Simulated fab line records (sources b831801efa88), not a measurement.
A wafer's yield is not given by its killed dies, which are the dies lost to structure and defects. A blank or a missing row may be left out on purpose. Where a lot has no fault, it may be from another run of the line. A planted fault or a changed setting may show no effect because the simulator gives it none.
fab line records | flow sky130
record: lots: 5 wafers: 15 last-day: 49
route steps=708 shown VT_ADJUST_HVTP@89 VT_ADJUST_LVTN@97 VT_ADJUST_NCORE@119 PAD_OPEN@708
lots that met no fault: taken from a fault-free run of the same line
start-h: the number of hours between the record's first day and the start of the first shown wafer of the lot | wait-h: hours since the lot's step before | " unchanged from the row above | L1.1+2: a single row standing in for several wafers | - either no value or no given start | * or withheld: withheld | < > ~ a bound
route shown NAME@n: a module of which the file shows steps, and the number in the route of the first | usual: mean/standard deviation of fault-free wafers | same: alike in all rows | chamber/n: place in a boat | sites: readings site by site | _std_site: standard deviation across them | _edge_site: outer sites' mean less inner sites' | radius-mm: for every site, how far away it sits from the centre of the wafer | mask NAME#n: copy n | behind: tool/chamber where the wafer was last shaped | hold: cause of the lot's hold/its duration in hours/its outcome | device: names the non-switching transistor (n, p or np) | end of line: the route-end tests of the same wafers | step lacking rows: just its recipe | killed: the dies lost at the first sort to structure and to defects; this is not the yield of the wafer | map: the dies of a wafer, with x for killed, . for not killed, _ for no die there
set.NAME: the setting the step ran with; set.NAME@STEP: the setting that earlier step ran with | model.NAME: the simulator's own value behind a step, which no gauge read
lots seen at some steps along the route; tables by step, rows by wafer
services: a tool's chamber out of use, with start hour (start-h, from the record's first day; less than 0 if before it), hours out, and reason
== steps ==
step: SKY_VT_ADJUST_HVTP_EXPOSE_04
recipe: mask-id: HVTPM na: 0.6 source-shape: conventional sigma-outer: 0.6 polarization: unpolarized target-cd-nm: 380 dose-mj: 140
step: SKY_VT_ADJUST_HVTP_PEB_05
recipe: temp-c: withheld time-s: * resist: NOVOLAK
step: SKY_VT_ADJUST_HVTP_DEVELOP_06
recipe: resist: NOVOLAK developer: TMAH develop-time-s: 60 dev-temp-c: 23
step: SKY_VT_ADJUST_HVTP_CD_MEAS_07
recipe: target-cd-nm: 380
usual: cd-nm: 379.5/2.7
columns lot.wafer tool chamber start-h wait-h cd-nm
L924.1 cd-sem-02 - 119.84 0.1 380.6
L924.3 " - " " 378.4
L924.6 " - " " 376.1
L926.3 cd-sem-02 - 132.03 0.1 377.4
L926.4 " - " " 374.6
L926.5 " - " " 373.6
L927.1 cd-sem-01 - 140.33 0.1 380.9
L927.3 " - " " 379.6
L927.5 " - " " 381.3
L938.2 cd-sem-02 - 213.81 0.1 378.2
L938.3 " - " " 376.1
L938.6 " - " " 380.2
L943.2 cd-sem-01 - 246.21 0.1 379.1
L943.3 " - " " 382.0
L943.6 " - " " 382.1
step: SKY_VT_ADJUST_HVTP_OVL_MEAS_08
usual: VT_ADJUST_HVTP_OVL: 0.7/1.6
columns lot.wafer tool chamber start-h wait-h VT_ADJUST_HVTP_OVL[nm]
L924.1 overlay-01 - 119.96 0.1 -1.9
L924.3 " - " " 1.7
L924.6 " - " " 0.1
L926.3 overlay-01 - 132.12 0.1 0.2
L926.4 " - " " -0.4
L926.5 " - " " -1.5
L927.1 overlay-02 - 140.45 0.1 2.5
L927.3 " - " " 0.5
L927.5 " - " " 2.0
L938.2 overlay-01 - 213.92 0.1 -1.2
L938.3 " - " " -1.5
L938.6 " - " " -2.2
L943.2 overlay-02 - 246.32 0.1 1.5
L943.3 " - " " 2.4
L943.6 " - " " 0.8
step: SKY_VT_ADJUST_HVTP_IMPLANT_09
recipe: species: As energy-kev: 150 dose-cm2: 4.3e+12 tilt-deg: withheld
step: SKY_VT_ADJUST_HVTP_STRIP_10
recipe: chemistry: O2/N2 power-w: 1400 pressure-mtorr: 1500 platen-temp-c: withheld o2-flow-sccm: 3000 n2-flow-sccm: 300 overash-fraction: 0.5
usual: drypump-motor-current-A: 6.0/0.36 n2-flow-sccm: 300.0/0.87 o2-flow-sccm: 3000/7.8 oes-product-au: 0.716/0.0046 strip-time-to-endpoint-s: 14.19/0.036
same: overash-fraction: 0.5
columns lot.wafer tool chamber start-h wait-h drypump-motor-current-A n2-flow-sccm o2-flow-sccm oes-product-au rf-hours-counter-h strip-time-to-endpoint-s
L924.1 plasma-asher-04 1 120.15 0.1 5.6 301.1 3010 0.718 41 14.14
L924.3 " 1 " " 5.6 299.5 3011 0.725 - 14.17
L924.6 " 0 " " 6.2 300.0 2995 0.715 - 14.16
L926.3 plasma-asher-04 1 132.33 0.1 5.5 299.2 2995 0.715 - 14.24
L926.4 " 0 " " 6.3 300.2 2991 0.713 - 14.22
L926.5 " 1 " " 5.6 299.9 2987 0.717 - 14.20
L927.1 plasma-asher-03 0 140.63 0.1 6.3 299.8 2986 0.714 45 14.16
L927.3 " 1 " " 5.9 299.7 2993 0.707 - 14.18
L927.5 " 0 " " 6.3 299.7 2994 0.711 - 14.21
L938.2 plasma-asher-03 1 214.10 0.1 5.9 301.1 3005 0.716 52 14.17
L938.3 " 1 " " 5.9 300.0 2992 0.723 - 14.20
L938.6 " 0 " " 6.3 299.6 2995 0.720 - 14.19
L943.2 plasma-asher-04 1 246.50 0.1 5.5 301.5 3006 0.707 54 14.17
L943.3 " 1 " " 5.5 301.4 3002 0.719 - 14.18
L943.6 " 1 " " 5.6 302.2 3007 0.718 - 14.17
step: SKY_VT_ADJUST_HVTP_TW_MEAS_11
usual: VT_ADJUST_HVTP_TW: 1357/12
columns lot.wafer tool chamber start-h wait-h VT_ADJUST_HVTP_TW
L924.1 film-metro-03 - 120.25 0.1 1354
L924.3 " - " " 1364
L924.6 " - " " 1350
L926.3 film-metro-03 - 132.42 0.1 1360
L926.4 " - " " 1347
L926.5 " - " " 1352
L927.1 film-metro-01 - 140.73 0.1 1357
L927.3 " - " " 1362
L927.5 " - " " 1358
L938.2 film-metro-02 - 214.21 0.1 1374
L938.3 " - " " 1386
L938.6 " - " " 1379
L943.2 film-metro-01 - 246.61 0.1 1344
L943.3 " - " " 1354
L943.6 " - " " 1359
step: SKY_VT_ADJUST_LVTN_DEHYDRATE_00
recipe: temp-c: 200 time-s: 60
step: SKY_VT_ADJUST_LVTN_HMDS_01
recipe: prime-time-s: 60 prime-temp-c: 120
step: SKY_VT_ADJUST_LVTN_COAT_02
recipe: spin-rpm: 2000 resist-thk-nm: 3000
step: SKY_VT_ADJUST_LVTN_SOFTBAKE_03
recipe: temp-c: 110 time-s: withheld
step: SKY_VT_ADJUST_LVTN_EXPOSE_04
recipe: mask-id: NWM_COMPLEMENT_LESS_NATIVE na: 0.6 source-shape: conventional sigma-outer: 0.6 polarization: unpolarized target-cd-nm: 840 dose-mj: 194
columns lot.wafer tool chamber start-h wait-h mask
L924.1+3+6 iline-stepper-02 0 130.02 - NWM_COMPLEMENT_LESS_NATIVE#0
L926.3+4+5 iline-stepper-02 0 142.48 - NWM_COMPLEMENT_LESS_NATIVE#0
L927.1+3+5 iline-stepper-02 0 151.09 - HVN_STD_DERIVED#0
L938.2+3+6 iline-stepper-01 0 225.13 - NWM_COMPLEMENT_LESS_NATIVE#0
L943.2+3+6 iline-stepper-02 0 258.80 - NWM_COMPLEMENT_LESS_NATIVE#0
step: SKY_VT_ADJUST_LVTN_PEB_05
recipe: temp-c: 115 time-s: withheld
step: SKY_VT_ADJUST_LVTN_DEVELOP_06
recipe: wall-angle-deg: 90 developer: TMAH develop-time-s: 60 dev-temp-c: 23
step: SKY_VT_ADJUST_LVTN_OVL_MEAS_07
usual: VT_ADJUST_LVTN_OVL: -0.5/1.2
columns lot.wafer tool chamber start-h wait-h VT_ADJUST_LVTN_OVL[nm]
L924.1 overlay-01 - 139.49 - -1.4
L924.3 " - " " -0.5
L924.6 " - " " -1.8
L926.3 overlay-01 - 152.35 - 1.3
L926.4 " - " " 1.0
L926.5 " - " " 1.7
L927.1 overlay-02 - 160.33 - -
L927.3 " - " " -
L927.5 " - " " -
L938.2 overlay-01 - 237.78 - -0.2
L938.3 " - " " 0.9
L938.6 " - " " -0.6
L943.2 overlay-01 - 270.68 - -0.3
L943.3 " - " " -0.8
L943.6 " - " " -2.1
step: SKY_VT_ADJUST_LVTN_IMPLANT_08
recipe: species: B energy-kev: 30.19 dose-cm2: 1.57e+12 tilt-deg: withheld
step: SKY_VT_ADJUST_LVTN_STRIP_09
recipe: chemistry: O2/N2 power-w: 1400 pressure-mtorr: 1500 platen-temp-c: withheld o2-flow-sccm: 3000 n2-flow-sccm: 300 overash-fraction: 0.5
usual: drypump-motor-current-A: 5.6/0.47 n2-flow-sccm: 299.9/1.1 o2-flow-sccm: 3000/10 oes-product-au: 0.722/0.0048 strip-time-to-endpoint-s: 36.92/0.11
same: overash-fraction: 0.5
columns lot.wafer tool chamber start-h wait-h drypump-motor-current-A n2-flow-sccm o2-flow-sccm oes-product-au rf-hours-counter-h strip-time-to-endpoint-s
L924.1 plasma-asher-03 1 139.68 0.1 5.9 300.9 3003 0.725 44 36.93
L924.3 " 0 " " 6.3 298.8 2999 0.726 - 36.93
L924.6 " 1 " " 5.9 301.0 3007 0.717 - 37.06
L926.3 plasma-asher-02 1 152.56 0.1 5.2 299.2 3009 0.720 - 37.10
L926.4 " 0 " " 5.1 302.2 2988 0.720 - 36.96
L926.5 " 0 " " 5.1 301.6 2994 0.717 - 36.97
L927.1 plasma-asher-02 0 160.51 0.1 5.2 301.4 3005 0.725 36 37.03
L927.3 " 0 " " 5.1 300.6 3002 0.728 - 36.93
L927.5 " 0 " " 5.2 299.7 3016 0.729 - 36.87
L938.2 plasma-asher-03 1 237.96 0.1 5.9 301.0 2993 0.720 54 36.93
L938.3 " 1 " " 5.9 302.3 2990 0.720 - 37.04
L938.6 " 0 " " 6.3 300.7 3010 0.729 - 36.90
L943.2 plasma-asher-01 0 270.86 0.1 5.4 299.8 3009 0.725 14 36.75
L943.3 " 1 " " 6.2 300.8 2992 0.729 - 36.83
L943.6 " 0 " " 5.4 300.0 3001 0.726 - 36.75
step: SKY_VT_ADJUST_LVTN_TW_MEAS_10
usual: VT_ADJUST_LVTN_TW: 241.6/1.5
columns lot.wafer tool chamber start-h wait-h VT_ADJUST_LVTN_TW
L924.1 film-metro-01 - 139.78 0.1 242.4
L924.3 " - " " 240.5
L924.6 " - " " 241.1
L926.3 film-metro-03 - 152.65 0.1 240.2
L926.4 " - " " 238.4
L926.5 " - " " 240.0
L927.1 film-metro-01 - 160.61 0.1 30.0
L927.3 " - " " 30.3
L927.5 " - " " 30.3
L938.2 film-metro-04 - 238.07 0.1 242.2
L938.3 " - " " 242.8
L938.6 " - " " 241.4
L943.2 film-metro-01 - 270.97 0.1 240.7
L943.3 " - " " 241.1
L943.6 " - " " 241.3
step: SKY_VT_ADJUST_LVTN_DEHYDRATE_11
recipe: temp-c: 200 time-s: 60
step: SKY_VT_ADJUST_LVTN_HMDS_12
recipe: prime-time-s: 60 prime-temp-c: 120
step: SKY_VT_ADJUST_LVTN_COAT_13
recipe: resist: NOVOLAK spin-rpm: 3000 resist-thk-nm: 1148
step: SKY_VT_ADJUST_LVTN_SOFTBAKE_14
recipe: temp-c: 90 time-s: 60 resist: NOVOLAK
step: SKY_VT_ADJUST_LVTN_EXPOSE_15
recipe: mask-id: HVN_STD_DERIVED na: 0.6 source-shape: conventional sigma-outer: 0.6 polarization: unpolarized target-cd-nm: 600 dose-mj: 163
step: SKY_VT_ADJUST_LVTN_PEB_16
recipe: temp-c: withheld time-s: * resist: NOVOLAK
step: SKY_VT_ADJUST_LVTN_DEVELOP_17
recipe: resist: NOVOLAK developer: TMAH develop-time-s: 60 dev-temp-c: 23
step: SKY_VT_ADJUST_LVTN_OVL_MEAS_18
usual: VT_ADJUST_LVTN_01_OVL: 0.1/1.2
columns lot.wafer tool chamber start-h wait-h VT_ADJUST_LVTN_01_OVL[nm]
L924.1 overlay-01 - 158.59 0.1 0.5
L924.3 " - " " -0.4
L924.6 " - " " -0.2
L926.3 overlay-02 - 172.40 0.1 0.6
L926.4 " - " " 1.3
L926.5 " - " " -0.3
L927.1 overlay-01 - 181.28 0.1 0.5
L927.3 " - " " -0.4
L927.5 " - " " -1.7
L938.2 overlay-01 - 261.60 0.1 -0.6
L938.3 " - " " 0.2
L938.6 " - " " -1.5
L943.2 overlay-01 - 296.93 0.1 0.1
L943.3 " - " " -0.8
L943.6 " - " " 0.4
step: SKY_VT_ADJUST_LVTN_IMPLANT_19
recipe: species: B energy-kev: 30 dose-cm2: 6.5e+11 tilt-deg: withheld
step: SKY_VT_ADJUST_LVTN_STRIP_20
recipe: chemistry: O2/N2 power-w: 1400 pressure-mtorr: 1500 platen-temp-c: withheld o2-flow-sccm: 3000 n2-flow-sccm: 300 overash-fraction: 0.5
usual: drypump-motor-current-A: 5.6/0.46 n2-flow-sccm: 299.9/0.85 o2-flow-sccm: 3000/8.5 oes-product-au: 0.716/0.0045 strip-time-to-endpoint-s: 14.26/0.031
same: overash-fraction: 0.5
columns lot.wafer tool chamber start-h wait-h drypump-motor-current-A n2-flow-sccm o2-flow-sccm oes-product-au rf-hours-counter-h strip-time-to-endpoint-s
L924.1 plasma-asher-02 0 158.78 0.1 5.2 300.3 2990 0.711 36 14.25
L924.3 " 0 " " 5.2 299.9 2991 0.716 - 14.30
L924.6 " 0 " " 5.1 300.1 2994 0.716 - 14.27
L926.3 plasma-asher-02 0 172.61 0.1 5.2 299.5 3007 0.713 - 14.26
L926.4 " 1 " " 5.2 299.0 3006 0.720 - 14.21
L926.5 " 0 " " 5.1 299.8 3020 0.721 - 14.19
L927.1 plasma-asher-03 1 181.46 0.1 5.9 299.3 3006 0.714 49 14.31
L927.3 " 0 " " 6.3 301.2 2980 0.715 - 14.30
L927.5 " 1 " " 5.9 300.8 3004 0.719 - 14.28
L938.2 plasma-asher-02 1 261.78 0.1 5.2 299.8 3010 0.713 46 14.25
L938.3 " 1 " " 5.2 300.4 3000 0.711 - 14.21
L938.6 " 0 " " 5.2 299.6 2994 0.713 - 14.21
L943.2 plasma-asher-01 1 297.11 0.1 6.2 300.1 2990 0.708 16 14.27
L943.3 " 1 " " 6.2 301.4 2995 0.717 - 14.32
L943.6 " 0 " " 5.4 300.5 3002 0.716 - 14.34
step: SKY_VT_ADJUST_LVTN_TW_MEAS_21
usual: VT_ADJUST_LVTN_2_TW: 187.7/1.6
columns lot.wafer tool chamber start-h wait-h VT_ADJUST_LVTN_2_TW
L924.1 film-metro-04 - 158.88 0.1 189.0
L924.3 " - " " 188.1
L924.6 " - " " 187.4
L926.3 film-metro-03 - 172.70 0.1 188.6
L926.4 " - " " 186.9
L926.5 " - " " 187.6
L927.1 film-metro-04 - 181.56 0.1 267.2
L927.3 " - " " 268.9
L927.5 " - " " 266.1
L938.2 film-metro-01 - 261.89 0.1 188.2
L938.3 " - " " 188.9
L938.6 " - " " 189.4
L943.2 film-metro-04 - 297.22 0.1 189.7
L943.3 " - " " 190.0
L943.6 " - " " 189.2
step: SKY_VT_ADJUST_NCORE_DEHYDRATE_00
recipe: temp-c: 200 time-s: 60
step: SKY_PAD_OPEN_PROBE_99
usual: killed_at_M0_to_M3: 43/7.7 killed_at_M4_up: 3.4/1.9 killed-at-contacts: 25/5.6 killed-at-front-end: 14/4.3 killed-at-other: 0.2/0.5 killed-dies: 86/10 killed-on-rim: 17/4.1 killed-open: 47/7.2 killed-short: 39/6.7
same: gross-dies: 492 killed-at-back-side: 0
columns lot.wafer tool chamber start-h wait-h killed_at_M0_to_M3 killed_at_M4_up killed-at-contacts killed-at-front-end killed-at-other killed-dies killed-on-rim killed-open killed-short
L924.1 prober-02 - 1078.15 0.1 42 3 28 14 0 87 16 45 42
L924.3 prober-02 - 1078.25 0.2 51 3 29 15 0 98 19 54 44
L924.6 prober-02 - 1078.40 0.2 41 5 30 9 0 85 22 47 38
L926.3 prober-02 - 1088.25 0.2 46 4 24 14 1 89 21 49 40
L926.4 prober-02 - 1088.30 0.2 43 4 17 19 1 84 15 39 45
L926.5 prober-02 - 1088.35 0.2 48 3 30 23 0 104 22 63 41
L927.1 prober-01 - 1098.14 0.1 46 4 35 407 0 492 96 56 50
L927.3 prober-01 - 1098.24 0.2 37 2 28 425 0 492 96 38 46
L927.5 prober-01 - 1098.34 0.2 44 1 25 422 0 492 96 45 44
L938.2 prober-02 - 1178.34 0.1 40 2 25 13 0 80 17 41 39
L938.3 prober-02 - 1178.39 0.2 41 5 31 11 1 89 22 44 45
L938.6 prober-02 - 1178.54 0.2 43 6 31 10 0 90 19 44 46
L943.2 prober-01 - 1186.31 0.1 43 10 23 9 1 86 15 51 35
L943.3 prober-01 - 1186.36 0.2 51 7 21 15 0 94 17 45 49
L943.6 prober-01 - 1186.51 0.2 48 3 23 19 0 93 18 59 34
killed by level:class
L924.1 CONTACT:geometric-particle:short=9 CONTACT:geometric-particle:open=9 VIA1:geometric-particle:open=9 VIA3:geometric-particle:open=7 VIA2:geometric-particle:open=6 VIA1:geometric-particle:short=6 METAL1:geometric-particle:short=4 POLY_GATE:geometric-particle:short=4
L924.3 CONTACT:geometric-particle:open=12 VIA1:geometric-particle:open=11 VIA3:geometric-particle:open=9 LI_CONTACT:geometric-particle:open=6 METAL2:geometric-particle:short=6 VIA2:geometric-particle:open=6 CONTACT:geometric-particle:short=5 METAL1:geometric-particle:short=5
L924.6 CONTACT:geometric-particle:open=13 VIA1:geometric-particle:open=9 LI_CONTACT:geometric-particle:open=6 POLY_GATE:geometric-particle:open=5 VIA2:geometric-particle:open=5 METAL1:geometric-particle:short=5 METAL2:geometric-particle:short=5 VIA2:geometric-particle:short=5
L926.3 VIA2:geometric-particle:open=10 VIA1:geometric-particle:open=9 CONTACT:geometric-particle:open=8 VIA3:geometric-particle:open=8 CONTACT:geometric-particle:short=7 METAL2:geometric-particle:short=6 FIELD_ISO:geometric-particle:open=5 VIA1:geometric-particle:short=5
L926.4 VIA2:geometric-particle:open=10 POLY_GATE:geometric-particle:short=9 VIA1:geometric-particle:open=9 CONTACT:geometric-particle:open=6 METAL2:geometric-particle:short=5 VIA3:geometric-particle:open=5 CONTACT:geometric-particle:short=4 VIA1:geometric-particle:short=4
L926.5 CONTACT:geometric-particle:open=12 VIA2:geometric-particle:open=9 VIA1:geometric-particle:open=9 VIA1:geometric-particle:short=8 FIELD_ISO:geometric-particle:open=7 VIA3:geometric-particle:open=7 LOCAL_INTERCONNECT:geometric-particle:short=6 LI_CONTACT:geometric-particle:open=6
L927.1 VT_ADJUST_LVTN:area-expose=386 LI_CONTACT:geometric-particle:open=13 CONTACT:geometric-particle:open=9 VIA1:geometric-particle:open=8 METAL2:geometric-particle:short=8 FIELD_ISO:geometric-particle:short=7 VIA2:geometric-particle:open=7 POLY_GATE:geometric-particle:short=6
L927.3 VT_ADJUST_LVTN:area-expose=408 CONTACT:geometric-particle:open=9 LI_CONTACT:geometric-particle:open=8 VIA3:geometric-particle:short=8 METAL1:geometric-particle:short=6 VIA2:geometric-particle:open=6 POLY_GATE:geometric-particle:short=5 LOCAL_INTERCONNECT:geometric-particle:short=5
L927.5 VT_ADJUST_LVTN:area-expose=403 VIA1:geometric-particle:open=10 FIELD_ISO:geometric-particle:short=8 LI_CONTACT:geometric-particle:open=7 LOCAL_INTERCONNECT:geometric-particle:short=7 CONTACT:geometric-particle:open=7 VIA1:geometric-particle:short=6 VIA3:geometric-particle:open=6
L938.2 CONTACT:geometric-particle:open=11 VIA1:geometric-particle:open=11 METAL1:geometric-particle:short=6 METAL2:geometric-particle:short=6 POLY_GATE:geometric-particle:open=5 LI_CONTACT:geometric-particle:open=5 FIELD_ISO:geometric-particle:short=4 CONTACT:geometric-particle:short=4
L938.3 LI_CONTACT:geometric-particle:open=10 METAL1:geometric-particle:short=9 CONTACT:geometric-particle:open=9 VIA1:geometric-particle:open=7 LOCAL_INTERCONNECT:geometric-particle:short=5 VIA3:geometric-particle:open=5 VIA1:geometric-particle:short=4 METAL2:geometric-particle:short=4
L938.6 CONTACT:geometric-particle:open=11 VIA1:geometric-particle:open=10 CONTACT:geometric-particle:short=8 VIA2:geometric-particle:open=7 LI_CONTACT:geometric-particle:open=6 VIA1:geometric-particle:short=6 METAL2:geometric-particle:short=6 METAL4:geometric-particle:short=5
L943.2 CONTACT:geometric-particle:open=11 VIA1:geometric-particle:open=11 METAL4:geometric-particle:short=8 VIA2:geometric-particle:open=6 VIA3:geometric-particle:open=6 METAL1:geometric-particle:short=5 METAL2:geometric-particle:short=5 LI_CONTACT:geometric-particle:open=4
L943.3 METAL2:geometric-particle:short=10 LI_CONTACT:geometric-particle:open=8 VIA3:geometric-particle:open=8 CONTACT:geometric-particle:open=7 VIA1:geometric-particle:short=7 VIA1:geometric-particle:open=6 FIELD_ISO:geometric-particle:short=5 VIA2:geometric-particle:short=5
L943.6 VIA1:geometric-particle:open=13 VIA2:geometric-particle:open=9 CONTACT:geometric-particle:open=8 FIELD_ISO:geometric-particle:open=6 LI_CONTACT:geometric-particle:open=6 CONTACT:geometric-particle:short=6 VIA1:geometric-particle:short=6 VIA3:geometric-particle:open=5
map L927.1 (x killed, . not)
__________xxxxxxxxxx_________
________xxxxxxxxxxxxxx_______
______xxxxxxxxxxxxxxxxxx_____
_____xxxxxxxxxxxxxxxxxxxx____
____xxxxxxxxxxxxxxxxxxxxxx___
___xxxxxxxxxxxxxxxxxxxxxxxx__
__xxxxxxxxxxxxxxxxxxxxxxxxxx_
_xxxxxxxxxxxxxxxxxxxxxxxxxxxx
_xxxxxxxxxxxxxxxxxxxxxxxxxxxx
_xxxxxxxxxxxxxxxxxxxxxxxxxxxx
_xxxxxxxxxxxxxxxxxxxxxxxxxxxx
_xxxxxxxxxxxxxxxxxxxxxxxxxxxx
_xxxxxxxxxxxxxxxxxxxxxxxxxxxx
_xxxxxxxxxxxxxxxxxxxxxxxxxxxx
_xxxxxxxxxxxxxxxxxxxxxxxxxxxx
__xxxxxxxxxxxxxxxxxxxxxxxxxx_
___xxxxxxxxxxxxxxxxxxxxxxxx__
____xxxxxxxxxxxxxxxxxxxxxx___
_____xxxxxxxxxxxxxxxxxxxx____
______xxxxxxxxxxxxxxxxxx_____
________xxxxxxxxxxxxxx_______
__________xxxxxxxxxx_________
map L924.3 (x killed, . not)
__________..x.x....._________
________...xx.x..x.x.._______
______......x..x........_____
_____.x....x.x..xx.....x.____
____..................x...___
___..x...xx...x....x.x.....__
__......x.x...........x....._
_.....x.xx............xx.....
_x..xx...x....x..............
_x..x...................xx...
_........x..x.......x..x..x.x
_.........x............x.....
_x...x...x............x..x...
_x....xx.xx....x..x..x.....x.
_x...x....x..x.xx.x.x........
__x.x....x.x..xx....xx......_
___.....xx....x.....x...xx.__
____.x..xx..........x..x.x___
_____.x......x...........____
______......x...x....xx._____
________.x....x.x....._______
__________.........._________
== services ==
columns tool chamber start-h hours kind
iline-stepper-02 - 103.11 0.8 pm
plasma-asher-01 - 108.75 9.0 pm
plasma-asher-01 0 108.75 9.0 vent-cycle
plasma-asher-01 1 108.75 9.0 vent-cycle
plasma-asher-01 0 117.75 - clean
plasma-asher-01 1 117.75 - clean
iline-stepper-01 - 144.70 9.5 repair
iline-stepper-02 - 154.16 1.7 pm
plasma-asher-04 - 159.48 1.5 repair
iline-stepper-01 - 164.36 1.7 pm
iline-stepper-02 - 188.20 2.1 pm
iline-stepper-02 - 190.29 - consumable-replace:lamp
plasma-asher-01 - 201.45 14.6 pm
plasma-asher-02 - 238.85 1.7 repair
plasma-asher-02 - 281.11 0.3 repair
plasma-asher-03 - 289.90 7.0 repair
== key ==
first-sign: step: SKY_VT_ADJUST_LVTN_EXPOSE_04 reading: mask direction: changed
effect: step: SKY_VT_ADJUST_LVTN_OVL_MEAS_07 reading: VT_ADJUST_LVTN_OVL direction: missing
effect: step: SKY_VT_ADJUST_LVTN_TW_MEAS_10 reading: VT_ADJUST_LVTN_TW direction: down sigmas: 99+ usual: 241.6 struck: 30.2
effect: step: SKY_VT_ADJUST_LVTN_TW_MEAS_21 reading: VT_ADJUST_LVTN_2_TW direction: up sigmas: 50 usual: 187.7 struck: 267.4
effect: step: SKY_PAD_OPEN_PROBE_99 reading: killed-at-front-end direction: up sigmas: 93 usual: 14 struck: 418
more-kills-born-at: SKY_VT_ADJUST_LVTN_EXPOSE_04@iline-stepper-02: 1197
met-at SKY_VT_ADJUST_LVTN_EXPOSE_04
struck-wafers L927.1,L927.3,L927.5
tester-left-out L927
onset-between 142.48 151.09
fault: kind: wrong-mask tool: any chamber: - onset-h: 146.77 steps: SKY_VT_ADJUST_LVTN_EXPOSE_04 aux-copy: HVN_STD_DERIVED#0 scope: struck-lots-only
tester-left-out: of these lots the tester's yield and bins aren't shown, on N5 and GAA mostly nor the transistor test; their killed dies are dies lost to structure and defects alone, not to doping, threshold or leakage, so they don't give the yield
